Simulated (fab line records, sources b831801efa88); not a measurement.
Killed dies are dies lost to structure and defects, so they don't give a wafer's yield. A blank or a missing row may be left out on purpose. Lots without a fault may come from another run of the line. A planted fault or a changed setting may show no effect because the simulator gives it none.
A struck lot beside a sound one | flow gf180mcu | 15 steps out of a route of 602
Sound: wafers L518.3, L518.5, L518.6. Struck: wafers L532.2, L532.4, L532.5. The cause comes at the end.
At each step with rows: each side's tool, then ch and its chambers, then its first start. Under that, the readings that differ: sound wafers | struck wafers | difference of the means | sigmas: that difference in standard deviations of wafers without a fault.
alike: readings whose means differ by less than 2 such deviations, and words and numbers that are the same on both sides. not compared: withheld readings, readings that some wafer has no value for, bounds like >300 that may hide the same value, and numbers for which the record gives no deviation and whose values overlap.
The two part at a step that has a row with sigmas, a row that says differs or no value, or rows on one side only. Numbers that don't overlap but have no deviation are shown without sigmas and don't part them. A reading that every wafer of one side lacks parts them only if that side has two wafers or more.

GF_M2_SPUTTER_04: material TiN, target thk 50 nm, time 41.7 s.
  sound on pvd_sputter-04, day 20 15:05; struck on pvd_sputter-04, day 25 05:04
  alike: throttle_valve_pct
GF_M2_RS_MEAS_05: measures by four-point-probe.
  sound on film_metro-03, day 20 15:10; struck on film_metro-03, day 25 05:08
  reading             | sound                | struck               | difference | sigmas
  M2_ALCU_RS (ohm/sq) | 0.0704 0.0702 0.0697 | 0.0681 0.0684 0.0682 | -0.0019    | -3
GF_M2_THK_MEAS_06: measures by xrf.
  sound on film_metro-03, day 20 15:16; struck on film_metro-03, day 25 05:14
  reading          | sound       | struck      | difference | sigmas
  M2_ALCU_THK (nm) | 446 448 446 | 464 459 461 | +15        | +3
then, 7 steps without rows for these wafers: GF_M2_DEHYDRATE_07 (time 60 s); GF_M2_HMDS_08 (prime time 60 s); GF_M2_COAT_09 (resist thk 1000 nm); GF_M2_SOFTBAKE_10 (time 60 s); GF_M2_EXPOSE_11 (exposes mask Metal2, target cd 280 nm); GF_M2_PEB_12 (peb time 90 s); GF_M2_DEVELOP_13 (develop time 60 s).
GF_M2_CD_MEAS_14: target cd 280 nm.
  sound on cd_sem-02, day 21 14:47; struck on cd_sem-01, day 26 01:37
  alike: cd_nm
GF_M2_OVL_MEAS_15:
  sound on overlay-01, day 21 14:52; struck on overlay-02, day 26 01:43
  alike: M2_OVL
GF_M2_METAL_ETCH_16: etches the open film in Cl2/BCl3, stops on SiO2, target depth 750.8 nm, time 129.4 s.
  sound on rie_metal-03 ch 0,1, day 21 14:56; struck on rie_metal-03 ch 1, day 26 01:44
  reading                             | sound                | struck               | difference | sigmas
  oes_product_au (a.u.)               | 0.980 0.980 0.993    | 0.896 0.886 0.899    | -0.091     | -14
  throttle_valve_pct (%)              | 28.240 28.223 28.226 | 28.343 28.345 28.341 | +0.113     | +11
  model.KrF_of_M2_COAT_09.thk_nm (nm) | 675.8 673.1 676      | 725.5 730.4 723.5    | +51.5      |
  alike: drypump_motor_current_A, he_backside_leak_sccm
  not compared: rf_hours_counter_h
GF_M2_STRIP_17: strips in O2/N2.
  sound on plasma_asher-04 ch 0,1, day 21 15:04; struck on plasma_asher-02 ch 0,1, day 26 01:52
  reading                      | sound             | struck            | difference | sigmas
  oes_product_au (a.u.)        | 0.535 0.540 0.535 | 0.556 0.555 0.551 | +0.017     | +3
  strip_time_to_endpoint_s (s) | 7.30 7.29 7.31    | 7.78 7.83 7.77    | +0.49      | +12
  alike: drypump_motor_current_A, heater_power_w
  not compared: rf_hours_counter_h
then, 1 step without rows for these wafers: GF_M2_STRIP_18 (strips in post etch residue remover, time 1200 s).

WHERE THEY PART
First at GF_M2_RS_MEAS_05; last, within this record, at GF_M2_STRIP_17.

WHY: what the simulator had put in
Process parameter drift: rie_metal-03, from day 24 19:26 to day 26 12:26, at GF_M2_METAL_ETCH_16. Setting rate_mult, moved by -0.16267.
